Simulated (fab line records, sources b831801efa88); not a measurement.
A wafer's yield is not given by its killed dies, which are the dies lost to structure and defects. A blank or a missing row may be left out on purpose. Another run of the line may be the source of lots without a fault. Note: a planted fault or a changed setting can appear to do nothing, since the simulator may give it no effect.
fab line records | flow sky130
record lots=7 | wafers=20 | lastDay=50
route steps=708 shown LDD_P@258 LDD_HVN@267 PAD_OPEN@708
lots with no fault: from the same line, run without faults
startH: hours from the record's opening day to when the first of the lot's shown wafers began | waitH: time in hours since the lot's previous step | " identical to the entry in the row above | L1.1+2: one row covering several wafers at once | - no value, or no start given | * or withheld: withheld | < > ~ a bound
route shown NAME@n: a module of which the file shows steps, and the number in the route of the first | usual: mean and standard deviation over wafers with no fault | same: alike in all rows | chamber/n: place in a boat | sites: per-site readings | _std_site: how widely they spread, as a standard deviation | _edge_site: the outer-site mean with the inner-site mean subtracted | radiusMm: for every site, how far away it sits from the centre of the wafer | mask NAME#n: copy n | behind: the last tool/chamber to shape the wafer | hold: the reason the lot was held/the length of the hold in hours/how it ended | device: transistor that didn't switch, given as n, p or np | end of line: tests run on the same wafers once the route is complete | a step without rows: its recipe alone | killed: count of dies lost to structure and defects at first sort (not the wafer's yield) | map: dies across one wafer; x = killed, . = not, _ = none there
set.NAME: the setting that was run; set.NAME@STEP: the one run at that earlier step | model.NAME: the simulator's own value behind a step, which no gauge read
a table for each step, a row for each wafer; lots at some steps of the route
services: the hour from which a tool's chamber was out of use, counted from the record's first day as startH (under 0 if before that day), plus the number of hours and why
## steps
# step SKY_LDD_P_SOFTBAKE_03
# recipe tempC=90 | timeS=60 | resist=NOVOLAK
# step SKY_LDD_P_EXPOSE_04
# recipe maskId=PSDM | na=0.6 | sourceShape=conventional | sigmaOuter=0.6 | polarization=unpolarized | targetCdNm=380 | doseMj=138
# step SKY_LDD_P_PEB_05
# recipe tempC=withheld | timeS=* | resist=NOVOLAK
# step SKY_LDD_P_DEVELOP_06
# recipe resist=NOVOLAK | developer=TMAH | developTimeS=60 | devTempC=23
# step SKY_LDD_P_CD_MEAS_07
# recipe targetCdNm=380
# usual cdNm=379/3.1
lot.wafer | tool     | chamber | startH | waitH | cdNm
L789.1    | cdSem-02 | -       | 457.84 | 0.1   | 375
L789.2    | "        | -       | "      | "     | 376
L789.5    | "        | -       | "      | "     | 374
L790.2    | cdSem-01 | -       | 460.71 | 0.1   | 383
L790.3    | "        | -       | "      | "     | 381
L790.4    | "        | -       | "      | "     | 377
L791.1    | cdSem-02 | -       | 470.34 | 0.1   | 381
L791.4    | "        | -       | "      | "     | 382
L791.5    | "        | -       | "      | "     | 383
L795.1    | cdSem-02 | -       | 511.92 | 0.1   | 376
L795.3    | "        | -       | "      | "     | 374
L795.5    | "        | -       | "      | "     | 375
L796.2    | cdSem-02 | -       | 513.79 | 0.1   | 382
L796.3    | "        | -       | "      | "     | 380
L809.1    | cdSem-01 | -       | 621.72 | 0.1   | 381
L809.2    | "        | -       | "      | "     | 382
L809.5    | "        | -       | "      | "     | 384
L810.2    | cdSem-02 | -       | 631.11 | 0.1   | 380
L810.4    | "        | -       | "      | "     | 380
L810.6    | "        | -       | "      | "     | 380
# step SKY_LDD_P_OVL_MEAS_08
# usual LDD_P_OVL=0.3/1.5
lot.wafer | tool       | chamber | startH | waitH | LDD_P_OVL[nm]
L789.1    | overlay-01 | -       | 457.96 | 0.1   | 0.7
L789.2    | "          | -       | "      | "     | 2.8
L789.5    | "          | -       | "      | "     | 0.9
L790.2    | overlay-02 | -       | 460.81 | 0.1   | -1.2
L790.3    | "          | -       | "      | "     | -1.5
L790.4    | "          | -       | "      | "     | -2.5
L791.1    | overlay-01 | -       | 470.46 | 0.1   | -1.9
L791.4    | "          | -       | "      | "     | -1.5
L791.5    | "          | -       | "      | "     | -0.4
L795.1    | overlay-01 | -       | 512.04 | 0.1   | 3.6
L795.3    | "          | -       | "      | "     | 3.1
L795.5    | "          | -       | "      | "     | 2.4
L796.2    | overlay-02 | -       | 513.90 | 0.1   | -2.1
L796.3    | "          | -       | "      | "     | 1.3
L809.1    | overlay-01 | -       | 621.84 | 0.1   | -1.2
L809.2    | "          | -       | "      | "     | 0.1
L809.5    | "          | -       | "      | "     | 1.2
L810.2    | overlay-01 | -       | 631.21 | 0.1   | -0.5
L810.4    | "          | -       | "      | "     | -0.8
L810.6    | "          | -       | "      | "     | 1.1
# step SKY_LDD_P_IMPLANT_09
# recipe species=BF2 | energyKev=25 | doseCm2=1e+13 | tiltDeg=withheld
# step SKY_LDD_P_STRIP_10
# recipe chemistry=O2/N2 | powerW=1400 | pressureMtorr=1500 | platenTempC=withheld | o2FlowSccm=3000 | n2FlowSccm=300 | overashFraction=0.5
# usual drypumpMotorCurrentA=5.91/0.27 | oesProductAu=0.716/0.0043 | stripTimeToEndpointS=14.18/0.042
lot.wafer | tool           | chamber | startH | waitH | drypumpMotorCurrentA | oesProductAu | rfHoursCounterH | stripTimeToEndpointS
L789.1    | plasmaAsher-01 | 1       | 458.14 | 0.1   | 5.97                 | 0.713        | 2               | 14.26
L789.2    | "              | 0       | "      | "     | 5.45                 | 0.724        | 2               | 14.20
L789.5    | "              | 0       | "      | "     | 5.41                 | 0.719        | -               | 14.17
L790.2    | plasmaAsher-01 | 0       | 460.99 | 0.1   | 5.39                 | 0.719        | 3               | 14.22
L790.3    | "              | 1       | "      | "     | 5.99                 | 0.715        | -               | 14.21
L790.4    | "              | 0       | "      | "     | 5.42                 | 0.715        | -               | 14.22
L791.1    | plasmaAsher-04 | 0       | 470.64 | 0.1   | 5.72                 | 0.713        | 34              | 14.23
L791.4    | "              | 1       | "      | "     | 5.85                 | 0.715        | -               | 14.25
L791.5    | "              | 0       | "      | "     | 5.74                 | 0.723        | -               | 14.26
L795.1    | plasmaAsher-01 | 0       | 512.23 | 0.1   | 5.42                 | 0.715        | 8               | 14.21
L795.3    | "              | 1       | "      | "     | 6.02                 | 0.718        | -               | 14.16
L795.5    | "              | 1       | "      | "     | 6.01                 | 0.717        | -               | 14.24
L796.2    | plasmaAsher-01 | 0       | 514.08 | 0.1   | 5.45                 | 0.711        | 8               | 14.22
L796.3    | "              | 1       | "      | "     | 6.00                 | 0.722        | -               | 14.17
L809.1    | plasmaAsher-03 | 1       | 622.03 | 0.1   | 6.22                 | 0.712        | 80              | 14.22
L809.2    | "              | 0       | "      | "     | 5.96                 | 0.714        | 80              | 14.17
L809.5    | "              | 0       | "      | "     | 5.98                 | 0.706        | -               | 14.20
L810.2    | plasmaAsher-04 | 0       | 631.39 | 0.1   | 5.69                 | 0.722        | 50              | 14.15
L810.4    | "              | 0       | "      | "     | 5.70                 | 0.711        | -               | 14.25
L810.6    | "              | 1       | "      | "     | 5.85                 | 0.717        | -               | 14.17
# step SKY_LDD_P_TW_MEAS_11
# usual LDD_P_TW=635/3.6
lot.wafer | tool         | chamber | startH | waitH | LDD_P_TW
L789.1    | filmMetro-03 | -       | 458.24 | 0.1   | 640
L789.2    | "            | -       | "      | "     | 637
L789.5    | "            | -       | "      | "     | 644
L790.2    | filmMetro-04 | -       | 461.10 | 0.1   | 633
L790.3    | "            | -       | "      | "     | 632
L790.4    | "            | -       | "      | "     | 633
L791.1    | filmMetro-04 | -       | 470.74 | 0.1   | 632
L791.4    | "            | -       | "      | "     | 630
L791.5    | "            | -       | "      | "     | 632
L795.1    | filmMetro-03 | -       | 512.33 | 0.1   | 640
L795.3    | "            | -       | "      | "     | 637
L795.5    | "            | -       | "      | "     | 638
L796.2    | filmMetro-03 | -       | 514.19 | 0.1   | 639
L796.3    | "            | -       | "      | "     | 639
L809.1    | filmMetro-03 | -       | 622.13 | 0.1   | 636
L809.2    | "            | -       | "      | "     | 635
L809.5    | "            | -       | "      | "     | 638
L810.2    | filmMetro-04 | -       | 631.50 | 0.1   | 630
L810.4    | "            | -       | "      | "     | 633
L810.6    | "            | -       | "      | "     | 634
# step SKY_LDD_HVN_DEHYDRATE_00
# recipe tempC=200 | timeS=60
# step SKY_LDD_HVN_HMDS_01
# recipe primeTimeS=60 | primeTempC=120
# step SKY_LDD_HVN_COAT_02
# recipe resist=NOVOLAK | spinRpm=3000 | resistThkNm=300
# step SKY_LDD_HVN_SOFTBAKE_03
# recipe tempC=90 | timeS=60 | resist=NOVOLAK
# usual heaterPowerTotalW=56.60/0.044 | plateTempC=90.01/0.14 | runLengthS=89.08/0.2
lot.wafer | tool          | chamber | startH | waitH | heaterPowerTotalW | plateTempC | runLengthS
L789.1    | lithoTrack-02 | 0       | 473.57 | 0.1   | 56.58             | 89.84      | 88.83
L789.2    | "             | 0       | "      | "     | 56.62             | 90.02      | 88.68
L789.5    | "             | 0       | "      | "     | 56.62             | 89.98      | 88.89
L790.2    | lithoTrack-03 | 0       | 477.10 | 0.1   | 56.55             | 89.89      | 89.30
L790.3    | "             | 0       | "      | "     | 56.63             | 89.70      | 89.18
L790.4    | "             | 0       | "      | "     | 56.56             | 89.87      | 89.16
L791.1    | lithoTrack-03 | 0       | 485.32 | 0.1   | 56.60             | 89.87      | 89.22
L791.4    | "             | 0       | "      | "     | 56.62             | 89.99      | 89.02
L791.5    | "             | 0       | "      | "     | 57.07             | -          | 87.19
L795.1    | lithoTrack-03 | 0       | 526.87 | 0.1   | 56.59             | 90.21      | 89.10
L795.3    | "             | 0       | "      | "     | 56.56             | 90.20      | 89.15
L795.5    | "             | 0       | "      | "     | 57.12             | -          | 87.35
L796.2    | lithoTrack-03 | 0       | 529.00 | 0.1   | 57.08             | -          | 87.25
L796.3    | "             | 0       | "      | "     | 56.55             | 90.00      | 89.13
L809.1    | lithoTrack-03 | 0       | 636.82 | 0.1   | 56.54             | 90.29      | 89.19
L809.2    | "             | 0       | "      | "     | 56.57             | 90.00      | 89.40
L809.5    | "             | 0       | "      | "     | 56.64             | 90.10      | 89.10
L810.2    | lithoTrack-01 | 0       | 645.31 | 0.1   | 56.61             | 90.04      | 89.06
L810.4    | "             | 0       | "      | "     | 56.61             | 89.97      | 89.14
L810.6    | "             | 0       | "      | "     | 56.60             | 89.76      | 89.14
# step SKY_LDD_HVN_EXPOSE_04
# recipe maskId=HVNTM | na=0.6 | sourceShape=conventional | sigmaOuter=0.6 | polarization=unpolarized | targetCdNm=700 | doseMj=127
# step SKY_PAD_OPEN_PROBE_99
# usual killed_at_M0_to_M3=44/7 | killed_at_M4_up=3.1/1.8 | killedAtContacts=25/5.1 | killedAtFrontEnd=15/4.3 | killedAtOther=0.3/0.61 | killedDies=87/9.8 | killedOpen=48/7 | killedShort=38/6.3
# same grossDies=492 | killedAtBackSide=0
lot.wafer | tool      | chamber | startH  | waitH | killed_at_M0_to_M3 | killed_at_M4_up | killedAtContacts | killedAtFrontEnd | killedAtOther | killedDies | killedOpen | killedShort
L789.1    | prober-02 | -       | 1091.84 | 0.1   | 41                 | 3               | 30               | 18               | 0             | 92         | 51         | 41
L789.2    | prober-02 | -       | 1091.89 | 0.1   | 35                 | 8               | 15               | 17               | 0             | 75         | 39         | 36
L789.5    | prober-02 | -       | 1092.04 | 0.2   | 40                 | 1               | 32               | 15               | 0             | 88         | 43         | 45
L790.2    | prober-01 | -       | 1093.44 | 0.1   | 43                 | 3               | 24               | 27               | 1             | 98         | 63         | 35
L790.3    | prober-01 | -       | 1093.49 | 0.2   | 45                 | 0               | 26               | 10               | 0             | 81         | 47         | 34
L790.4    | prober-01 | -       | 1093.54 | 0.2   | 38                 | 3               | 25               | 28               | 0             | 94         | 46         | 48
L791.1    | prober-02 | -       | 1100.17 | 0.1   | 44                 | 1               | 19               | 11               | 0             | 75         | 43         | 32
L791.4    | prober-02 | -       | 1100.32 | 0.2   | 43                 | 4               | 19               | 12               | 0             | 78         | 40         | 38
L791.5    | prober-02 | -       | 1100.37 | 0.2   | 42                 | 6               | 21               | 11               | 1             | 81         | 48         | 33
L795.1    | prober-02 | -       | 1127.74 | 0.1   | 33                 | 2               | 35               | 17               | 0             | 87         | 51         | 36
L795.3    | prober-02 | -       | 1127.84 | 0.2   | 37                 | 3               | 20               | 11               | 0             | 71         | 40         | 31
L795.5    | prober-02 | -       | 1127.94 | 0.2   | 54                 | 5               | 19               | 14               | 0             | 92         | 46         | 46
L796.2    | prober-01 | -       | 1129.51 | 0.1   | 47                 | 0               | 28               | 21               | 0             | 96         | 51         | 45
L796.3    | prober-01 | -       | 1129.56 | 0.2   | 37                 | 0               | 21               | 9                | 1             | 68         | 40         | 28
L809.1    | prober-02 | -       | 1193.69 | 0.1   | 45                 | 1               | 33               | 9                | 1             | 89         | 49         | 40
L809.2    | prober-02 | -       | 1193.74 | 0.1   | 38                 | 1               | 27               | 15               | 1             | 82         | 55         | 26
L809.5    | prober-02 | -       | 1193.89 | 0.2   | 44                 | 1               | 25               | 9                | 1             | 80         | 51         | 29
L810.2    | prober-01 | -       | 1196.09 | 0.1   | 39                 | 2               | 20               | 9                | 0             | 70         | 38         | 32
L810.4    | prober-01 | -       | 1196.19 | 0.2   | 48                 | 1               | 25               | 15               | 1             | 90         | 50         | 40
L810.6    | prober-01 | -       | 1196.29 | 0.2   | 42                 | 3               | 31               | 17               | 0             | 93         | 54         | 38
# killed by level:class
L789.1 CONTACT:geometricParticle:open=10 VIA2:geometricParticle:open=9 LI_CONTACT:geometricParticle:open=8 POLY_GATE:geometricParticle:open=7 VIA1:geometricParticle:short=7 VIA1:geometricParticle:open=6 LOCAL_INTERCONNECT:geometricParticle:short=4 LI_CONTACT:geometricParticle:short=4
L789.2 VIA1:geometricParticle:open=9 METAL4:geometricParticle:short=8 FIELD_ISO:geometricParticle:short=5 LI_CONTACT:geometricParticle:open=5 METAL1:geometricParticle:short=5 FIELD_ISO:geometricParticle:open=4 POLY_GATE:geometricParticle:open=4 METAL1:geometricParticle:open=4
L789.5 LI_CONTACT:geometricParticle:open=8 LOCAL_INTERCONNECT:geometricParticle:short=7 CONTACT:geometricParticle:open=7 VIA1:geometricParticle:open=6 METAL1:geometricParticle:short=6 VIA3:geometricParticle:open=6 FIELD_ISO:geometricParticle:short=5 LI_CONTACT:geometricParticle:short=5
L790.2 VIA3:geometricParticle:open=10 CONTACT:geometricParticle:open=9 POLY_GATE:geometricParticle:open=9 VIA1:geometricParticle:open=9 FIELD_ISO:geometricParticle:short=6 VIA2:geometricParticle:open=6 LI_CONTACT:geometricParticle:open=6 FIELD_ISO:geometricParticle:open=5
L790.3 VIA1:geometricParticle:open=11 CONTACT:geometricParticle:open=8 METAL3:geometricParticle:short=7 LI_CONTACT:geometricParticle:open=5 CONTACT:geometricParticle:short=5 VIA1:geometricParticle:short=5 VIA2:geometricParticle:open=5 VIA3:geometricParticle:open=5
L790.4 POLY_GATE:geometricParticle:short=10 CONTACT:geometricParticle:open=9 LI_CONTACT:geometricParticle:open=7 VIA1:geometricParticle:open=7 VIA2:geometricParticle:open=7 VIA3:geometricParticle:short=6 CONTACT:geometricParticle:short=5 FIELD_ISO:geometricParticle:open=4
L791.1 VIA1:geometricParticle:open=12 CONTACT:geometricParticle:open=8 VIA2:geometricParticle:open=8 FIELD_ISO:geometricParticle:open=6 METAL2:geometricParticle:short=6 METAL1:geometricParticle:short=4 LOCAL_INTERCONNECT:geometricParticle:short=3 CONTACT:geometricParticle:short=3
L791.4 VIA1:geometricParticle:open=8 CONTACT:geometricParticle:short=7 CONTACT:geometricParticle:open=6 METAL2:geometricParticle:short=6 VIA3:geometricParticle:open=5 SPACER:geometricParticle:short=4 LI_CONTACT:geometricParticle:open=4 METAL1:geometricParticle:open=4
L791.5 VIA1:geometricParticle:open=16 VIA2:geometricParticle:open=7 CONTACT:geometricParticle:open=7 METAL1:geometricParticle:short=6 LI_CONTACT:geometricParticle:open=5 METAL4:geometricParticle:short=5 LI_CONTACT:geometricParticle:short=4 CONTACT:geometricParticle:short=4
L795.1 CONTACT:geometricParticle:open=12 VIA1:geometricParticle:open=8 LOCAL_INTERCONNECT:geometricParticle:short=7 CONTACT:geometricParticle:short=7 LI_CONTACT:geometricParticle:open=6 POLY_GATE:geometricParticle:short=5 VIA2:geometricParticle:open=5 VIA3:geometricParticle:open=5
L795.3 VIA1:geometricParticle:open=11 CONTACT:geometricParticle:open=6 LI_CONTACT:geometricParticle:open=6 VIA1:geometricParticle:short=5 VIA3:geometricParticle:open=5 METAL1:geometricParticle:short=4 FIELD_ISO:geometricParticle:short=3 LOCAL_INTERCONNECT:geometricParticle:short=3
L795.5 VIA1:geometricParticle:open=11 VIA3:geometricParticle:open=10 METAL2:geometricParticle:short=8 CONTACT:geometricParticle:open=7 METAL1:geometricParticle:short=7 VIA2:geometricParticle:open=6 FIELD_ISO:geometricParticle:short=5 LI_CONTACT:geometricParticle:open=5
L796.2 VIA1:geometricParticle:open=12 CONTACT:geometricParticle:open=8 METAL2:geometricParticle:short=7 LI_CONTACT:geometricParticle:open=7 VIA2:geometricParticle:open=7 FIELD_ISO:geometricParticle:open=6 LOCAL_INTERCONNECT:geometricParticle:short=6 VIA1:geometricParticle:short=6
L796.3 VIA1:geometricParticle:open=9 LI_CONTACT:geometricParticle:open=6 VIA2:geometricParticle:open=6 LOCAL_INTERCONNECT:geometricParticle:short=5 METAL1:geometricParticle:short=5 FIELD_ISO:geometricParticle:short=4 CONTACT:geometricParticle:open=4 VIA3:geometricParticle:open=4
L809.1 VIA1:geometricParticle:open=11 CONTACT:geometricParticle:open=10 LI_CONTACT:geometricParticle:open=8 VIA3:geometricParticle:open=7 LOCAL_INTERCONNECT:geometricParticle:short=6 CONTACT:geometricParticle:short=6 METAL3:geometricParticle:short=5 METAL1:geometricParticle:short=3
L809.2 CONTACT:geometricParticle:open=18 VIA1:geometricParticle:open=8 VIA3:geometricParticle:open=7 FIELD_ISO:geometricParticle:open=6 LI_CONTACT:geometricParticle:open=6 METAL2:geometricParticle:short=5 METAL3:geometricParticle:short=4 METAL1:geometricParticle:short=4
L809.5 VIA1:geometricParticle:open=17 CONTACT:geometricParticle:open=10 LI_CONTACT:geometricParticle:open=6 METAL1:geometricParticle:short=6 VIA2:geometricParticle:open=5 METAL2:geometricParticle:short=5 LOCAL_INTERCONNECT:geometricParticle:open=4 VIA1:geometricParticle:short=4
L810.2 VIA1:geometricParticle:open=8 CONTACT:geometricParticle:open=7 METAL2:geometricParticle:short=7 LI_CONTACT:geometricParticle:open=5 METAL1:geometricParticle:short=5 LOCAL_INTERCONNECT:geometricParticle:short=5 VIA2:geometricParticle:open=5 VIA3:geometricParticle:open=4
L810.4 CONTACT:geometricParticle:open=10 VIA1:geometricParticle:open=10 VIA3:geometricParticle:open=10 LI_CONTACT:geometricParticle:open=7 POLY_GATE:geometricParticle:open=5 POLY_GATE:geometricParticle:short=5 VIA1:geometricParticle:short=4 METAL2:geometricParticle:short=4
L810.6 CONTACT:geometricParticle:open=17 VIA1:geometricParticle:open=8 POLY_GATE:geometricParticle:open=6 METAL1:geometricParticle:short=6 VIA3:geometricParticle:open=5 METAL2:geometricParticle:short=5 METAL3:geometricParticle:short=5 FIELD_ISO:geometricParticle:open=4
## services
tool           | chamber | startH | hours | kind
plasmaAsher-04 | -       | 605.54 | 0.7   | repair
plasmaAsher-01 | -       | 639.65 | 0.9   | repair
## key
firstSign step=SKY_LDD_HVN_SOFTBAKE_03 | reading=heaterPowerTotalW | direction=up | sigmas=11 | usual=* | struck=*
effect step=SKY_LDD_HVN_SOFTBAKE_03 | reading=runLengthS | direction=down | sigmas=8.9 | usual=* | struck=*
metAt SKY_LDD_HVN_SOFTBAKE_03
struckWafers L791.5,L795.5,L796.2
testerLeftOut L791,L795,L796
onsetBetween 477.10 485.32
fault kind=processParameterDrift | tool=lithoTrack-03 | chamber=- | onsetH=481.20 | steps=SKY_LDD_HVN_SOFTBAKE_03 | channel=timeS | offset=* | shape=step | endH=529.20 | scope=struckWafersOnly | actsIn=* | stated=*
# testerLeftOut: of these lots the tester's yield and bins aren't shown, on N5 and GAA mostly nor the transistor test; their killed dies are dies lost to structure and defects alone, not to doping, threshold or leakage, so they don't give the yield
